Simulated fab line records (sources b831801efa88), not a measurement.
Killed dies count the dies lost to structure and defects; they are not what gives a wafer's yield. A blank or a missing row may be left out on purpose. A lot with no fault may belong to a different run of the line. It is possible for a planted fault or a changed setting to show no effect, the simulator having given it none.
Chamber matching    flow gf180mcu    rieDiel-01 running GF_V1_ETCH_16: 4 sister chambers
The step etches BARC in N2/H2. 7 wafers are shown with their chamber, then 7 later ones without.

== EACH WAFER AND ITS CHAMBER ==
wafer   chamber  throttleValvePct (%)  oesProductAu (a.u.)
L453.1  1        13.229                0.854
L464.2  0        13.218                0.853
L471.1  2        13.235                0.848
L471.2  3        13.213                0.855
L471.3  0        13.219                0.861
L472.2  2        13.226                0.855
L472.3  3        13.236                0.857

== WAFERS WITHOUT THEIR CHAMBER ==
wafer   throttleValvePct (%)  oesProductAu (a.u.)
L472.6  13.232                0.859
L473.1  13.237                0.856
L473.2  13.231                0.852
L473.4  13.229                0.858
L475.3  13.229                0.858
L475.4  13.229                0.851
L475.5  13.208                0.853

== EACH ONE'S CHAMBER ==
wafer   from the rows above                in truth
L472.6  can't be placed: 3 or 1 or 0 or 2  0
L473.1  can't be placed: 1 or 2 or 3 or 0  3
L473.2  can't be placed: 2 or 1 or 3 or 0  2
L473.4  can't be placed: 3 or 1 or 0 or 2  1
L475.3  can't be placed: 3 or 1 or 0 or 2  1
L475.4  can't be placed: 2 or 1 or 3 or 0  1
L475.5  can't be placed: 0 or 3 or 1 or 2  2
0 of 7 placed correctly. Can't be placed from these rows: 7 (the true chamber is among the candidates in 7). 0 placed wrongly.
How it was worked out, from the rows above alone: a wafer's distance from a chamber is the root of the sum, over the readings, of the square of ((its reading less the chamber's mean) divided by the reading's scatter). The wafer belongs to the nearest chamber; if the next one is less than 2 further off, it can't be placed. For every chamber, the mean is computed from those of its wafers that are shown. The scatter: the root of (the sum of the squares of (reading less its chamber's mean) over the shown wafers, divided by (wafers less chambers)).
